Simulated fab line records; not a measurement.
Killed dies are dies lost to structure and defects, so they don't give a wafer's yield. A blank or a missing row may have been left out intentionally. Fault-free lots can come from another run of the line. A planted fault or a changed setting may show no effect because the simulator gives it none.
Chamber matching / flow sky130 / SKY_CONTACT_CVD_00 on pecvd-01: 3 sister chambers
The step deposits Si3N4, target thk 75 nm. 3 wafers are shown with their chamber, then 10 later ones without.

WAFERS WITH THEIR CHAMBER
wafer=L083.4; chamber=1; heater-power-w (W)=663
wafer=L088.2; chamber=0; heater-power-w (W)=623
wafer=L088.3; chamber=2; heater-power-w (W)=811

WAFERS WITHOUT THEIR CHAMBER
wafer=L088.5; heater-power-w (W)=626
wafer=L093.2; heater-power-w (W)=807
wafer=L093.5; heater-power-w (W)=646
wafer=L093.6; heater-power-w (W)=707
wafer=L094.4; heater-power-w (W)=682
wafer=L094.5; heater-power-w (W)=826
wafer=L094.6; heater-power-w (W)=649
wafer=L097.1; heater-power-w (W)=560
wafer=L097.4; heater-power-w (W)=651
wafer=L097.6; heater-power-w (W)=742

CHAMBER TAKEN BY EACH
wafer=L088.5; from the rows above=can't be placed: 0 or 1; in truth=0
wafer=L093.2; from the rows above=2; in truth=2
wafer=L093.5; from the rows above=can't be placed: 1 or 0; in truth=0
wafer=L093.6; from the rows above=can't be placed: 1 or 0 or 2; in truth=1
wafer=L094.4; from the rows above=can't be placed: 1 or 0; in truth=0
wafer=L094.5; from the rows above=2; in truth=2
wafer=L094.6; from the rows above=can't be placed: 1 or 0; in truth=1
wafer=L097.1; from the rows above=can't be placed: 0 or 1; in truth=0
wafer=L097.4; from the rows above=can't be placed: 1 or 0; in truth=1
wafer=L097.6; from the rows above=can't be placed: 2 or 1 or 0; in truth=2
2 of 10 placed correctly. Can't be placed from these rows: 8 (the true chamber is among the candidates in 8). 0 placed wrongly.
How it was worked out, from the rows above alone: a wafer's distance from a chamber is the root of the sum, over the readings, of the square of ((its reading less the chamber's mean) divided by the reading's scatter). The wafer belongs to the nearest chamber; if the next one is less than 2 further off, it can't be placed. A chamber's mean is the mean of its shown wafers. The scatter: root of mean squared gap, hidden wafer to nearest shown wafer, with one shown wafer a chamber.
